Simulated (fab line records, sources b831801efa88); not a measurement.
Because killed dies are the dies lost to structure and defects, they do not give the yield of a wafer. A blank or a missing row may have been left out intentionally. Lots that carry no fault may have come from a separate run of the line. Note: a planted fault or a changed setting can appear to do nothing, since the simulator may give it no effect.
The tool behind it: which one? | flow sky130 | Sampling: 11 lots, 33 wafers, 5 of 708 route steps

WHAT EACH GAUGE READ, for each wafer
SKY_CONTACT_OVL_MEAS_15. Usual: CONTACT_OVL 3 nm, standard deviation 5.7.
lot  | measured     | on         | CONTACT_OVL (nm) | flag
L375 | day 32 07:37 | overlay-01 | -3 5 7           | 
L377 | day 33 03:27 | overlay-01 | 13 11 11         | 
L376 | day 33 05:01 | overlay-01 | 6 7 8            | 
L381 | day 33 23:22 | overlay-01 | -3 -6 -4         | 
L380 | day 34 02:12 | overlay-02 | 4 2 -2           | 
L382 | day 34 10:59 | overlay-02 | 1 7 -5           | 
L386 | day 35 16:34 | overlay-02 | 6 9 9            | 
L387 | day 36 01:22 | overlay-02 | -1 3 -4          | 
L389 | day 36 14:28 | overlay-01 | 4 -4 6           | 
L392 | day 37 09:11 | overlay-01 | 3 7 0            | 
L394 | day 37 21:21 | overlay-01 | -8 -9 -10        | 

SKY_METAL1_OVL_MEAS_16. Usual: METAL1_OVL 2 nm, standard deviation 5.9.
lot  | measured     | on         | METAL1_OVL (nm) | flag
L375 | day 33 12:31 | overlay-02 | -1 -1 -1        | 
L377 | day 34 08:12 | overlay-01 | 12 5 0          | 
L376 | day 34 09:52 | overlay-01 | -7 -4 0         | 
L381 | day 35 04:06 | overlay-02 | -10 -1 -4       | 
L380 | day 35 05:51 | overlay-01 | 5 10 0          | 
L382 | day 35 15:12 | overlay-02 | -4 4 1          | 
L386 | day 36 20:40 | overlay-02 | -3 3 -5         | 
L387 | day 37 04:49 | overlay-01 | -3 -8 -5        | 
L389 | day 37 17:31 | overlay-02 | 7 14 14         | 
L392 | day 38 13:10 | overlay-01 | 11 3 4          | 
L394 | day 39 00:18 | overlay-01 | 3 -2 2          | 

SKY_PASSIVATION_THK_MEAS_03. Usual: PASSIVATION_CVD_02_THK 541 nm, standard deviation 7.8.
lot  | measured     | on           | PASSIVATION_CVD_02_THK (nm) | flag
L375 | day 44 12:16 | filmMetro-02 | 533 539 535                 | 
L377 | day 45 05:41 | filmMetro-03 | 546 535 541                 | 
L376 | day 45 06:55 | filmMetro-03 | 533 540 544                 | 
L381 | day 45 19:32 | filmMetro-02 | 537 537 530                 | 
L380 | day 45 21:13 | filmMetro-02 | 536 544 550                 | 
L382 | day 46 04:20 | filmMetro-02 | 542 535 546                 | 
L386 | day 47 05:52 | filmMetro-01 | 416 415 417                 | OFF
L387 | day 47 10:05 | filmMetro-03 | 420 425 430                 | OFF
L389 | day 47 20:52 | filmMetro-02 | 539 536 547                 | 
L392 | day 48 11:17 | filmMetro-01 | 537 536 547                 | 
L394 | day 48 20:42 | filmMetro-03 | 539 548 549                 | 

WHICH TOOL RAN EACH LOT (tool, then ch and the chambers of the sampled wafers, then the start)
lot  | SKY_CONTACT_ETCH_16               | SKY_PASSIVATION_CVD_02
L375 | rieDiel-02 ch 0,3, day 32 07:39   | pecvd-03 ch 2, day 44 11:55
L377 | rieDiel-02 ch 0,1,3, day 33 03:29 | pecvd-04 ch 1,2, day 45 05:27
L376 | rieDiel-01 ch 2,3, day 33 05:03   | pecvd-04 ch 1,2, day 45 06:41
L381 | rieDiel-02 ch 1,2,3, day 33 23:24 | pecvd-03 ch 0,1,2, day 45 19:19
L380 | rieDiel-01 ch 0,3, day 34 02:14   | pecvd-01 ch 0,2, day 45 20:52
L382 | rieDiel-01 ch 0,1,3, day 34 11:01 | pecvd-01 ch 1,2, day 46 04:07
L386 | rieDiel-01 ch 1,2,3, day 35 16:36 | pecvd-04 ch 0,1,2, day 47 05:37
L387 | rieDiel-02 ch 1,2, day 36 01:24   | pecvd-04 ch 0,2, day 47 09:50
L389 | rieDiel-04 ch 0,1,2, day 36 14:30 | pecvd-01 ch 1,2, day 47 20:38
L392 | rieDiel-01 ch 1,2,3, day 37 09:13 | pecvd-01 ch 1,2, day 48 10:57
L394 | rieDiel-04 ch 0,1, day 37 21:23   | pecvd-01 ch 1, day 48 20:21
- SKY_CONTACT_ETCH_16: etches BARC in N2/H2, stops on SiO2, time 45.9 s, target depth 60 nm.
- SKY_PASSIVATION_CVD_02: deposits Si3N4, target thk 540 nm.

WHAT THE TOOLS THEMSELVES READ (means of the sampled wafers that have a number; where no wafer has one, the mark that the record gives instead)
SKY_CONTACT_ETCH_16. Usual: drypumpMotorCurrentA 5.7 A, standard deviation 0.43; oesProductAu 0.854 a.u., standard deviation 0.0049; throttleValvePct 13.225 %, standard deviation 0.0095.
lot  | tool       | drypumpMotorCurrentA (A) | oesProductAu (a.u.) | throttleValvePct (%) | flag
L375 | rieDiel-02 | 5.6                      | 0.856               | 13.219               | 
L377 | rieDiel-02 | 5.5                      | 0.853               | 13.223               | 
L376 | rieDiel-01 | 5.8                      | 0.852               | 13.230               | 
L381 | rieDiel-02 | 5.7                      | 0.855               | 13.218               | 
L380 | rieDiel-01 | 5.6                      | 0.857               | 13.219               | 
L382 | rieDiel-01 | 6.0                      | 0.854               | 13.218               | 
L386 | rieDiel-01 | 5.7                      | 0.855               | 13.227               | 
L387 | rieDiel-02 | 5.6                      | 0.854               | 13.220               | 
L389 | rieDiel-04 | 5.8                      | 0.856               | 13.224               | 
L392 | rieDiel-01 | 5.7                      | 0.856               | 13.225               | 
L394 | rieDiel-04 | 5.6                      | 0.855               | 13.230               | 

SKY_PASSIVATION_CVD_02. Usual: heaterPowerW at 746 W, with a standard deviation of 85.
lot  | tool     | heaterPowerW (W) | flag
L375 | pecvd-03 | 715              | 
L377 | pecvd-04 | 680              | 
L376 | pecvd-04 | 680              | 
L381 | pecvd-03 | 671              | 
L380 | pecvd-01 | 787              | 
L382 | pecvd-01 | 784              | 
L386 | pecvd-04 | 709              | 
L387 | pecvd-04 | 683              | 
L389 | pecvd-01 | 815              | 
L392 | pecvd-01 | 868              | 
L394 | pecvd-01 | 783              | 

THE ANSWER, worked out from the rows above alone
Rule: lot off if the mean of its wafers having a number is beyond 3 standard deviations from the usual mean. A lot without any number at a reading at which 4 lots or more have one is off too. The other lots that the step has rows for count as sound. Order of review: gauges by route order, followed by the tools' own readings, for which a lot's mean as printed above is used. At the first step where some lot is off, the reading lying furthest off is the one used; lots without a number count as furthest.
Off: L386, L387, at SKY_PASSIVATION_THK_MEAS_03 (PASSIVATION_CVD_02_THK).
A tool fits if, at a process step before that reading, it ran every lot that is off, and no sound lot after the first of them. The gauges at SKY_PASSIVATION_THK_MEAS_03 are tried like those tools. One fits: SKY_PASSIVATION_CVD_02 on pecvd-04. A fault onset in the window from L376 (day 45 06:41, its last sound lot) to L386 (day 47 05:37, its first lot off) fits.

WHAT THE SIMULATOR PUT IN
Drift in process parameters on pecvd-04 at SKY_PASSIVATION_CVD_02, starting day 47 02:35. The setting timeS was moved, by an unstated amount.
Lots struck among those shown: L386, L387. The rule given above showed the same thing.
